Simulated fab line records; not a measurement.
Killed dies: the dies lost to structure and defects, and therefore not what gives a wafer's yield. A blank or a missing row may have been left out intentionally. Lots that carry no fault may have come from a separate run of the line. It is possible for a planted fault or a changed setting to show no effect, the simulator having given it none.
Which tool was responsible? | flow gf180mcu | 13 lots (39 wafers sampled), 1 step of a 602-step route

WHAT EACH GAUGE READ, for each wafer
GF_V3_BOW_MEAS_05. Usual: V3_BOW gives 116 um (standard deviation 9.3).
lot  | measured     | on            | V3_BOW (um) | flag
L593 | day 21 02:55 | film metro-04 | 113 105 121 |
L596 | day 22 04:59 | film metro-04 | 107 124 117 |
L595 | day 22 10:05 | film metro-03 | 113 120 124 |
L597 | day 22 13:36 | film metro-03 | 135 125 133 |
L599 | day 23 23:53 | film metro-03 | 119 118 134 |
L600 | day 24 01:19 | film metro-04 | 129 120 119 |
L602 | day 24 12:55 | film metro-04 | 120 130 123 |
L603 | day 25 06:04 | film metro-03 | 115 120 116 |
L604 | day 25 07:45 | film metro-04 | 108 116 104 |
L605 | day 25 15:13 | film metro-03 | 125 130 135 |
L606 | day 25 22:01 | film metro-04 | 113 117 113 |
L608 | day 26 11:58 | film metro-04 | 115 124 112 |
L616 | day 29 00:01 | film metro-04 | 121 117 128 |

WHICH TOOL RAN EACH LOT (tool, then ch and the chambers of the sampled wafers, then the start)
Before these readings, the record contains no process step.

WHAT THE TOOLS THEMSELVES READ (means of the sampled wafers that have a number; where no wafer has one, the mark that the record gives instead)
The record holds no such reading with a usual standard deviation.

THE ANSWER, worked out from the rows above alone
Rule: take the mean of a lot's wafers that have a number; if it is more than 3 standard deviations from the usual mean, the lot is off. A lot without any number at a reading at which 4 lots or more have one is off too. All remaining lots with rows at the step are treated as sound. The gauges are gone through in route order, then the tools' own readings, and for those a lot's mean is taken as printed above. The first step at which some lot is off is used, and at that step the reading that is off furthest; a lot without a number counts as furthest.
None of the lots is off at any reading shown; this tells nothing.

WHAT THE SIMULATOR HAD PUT IN
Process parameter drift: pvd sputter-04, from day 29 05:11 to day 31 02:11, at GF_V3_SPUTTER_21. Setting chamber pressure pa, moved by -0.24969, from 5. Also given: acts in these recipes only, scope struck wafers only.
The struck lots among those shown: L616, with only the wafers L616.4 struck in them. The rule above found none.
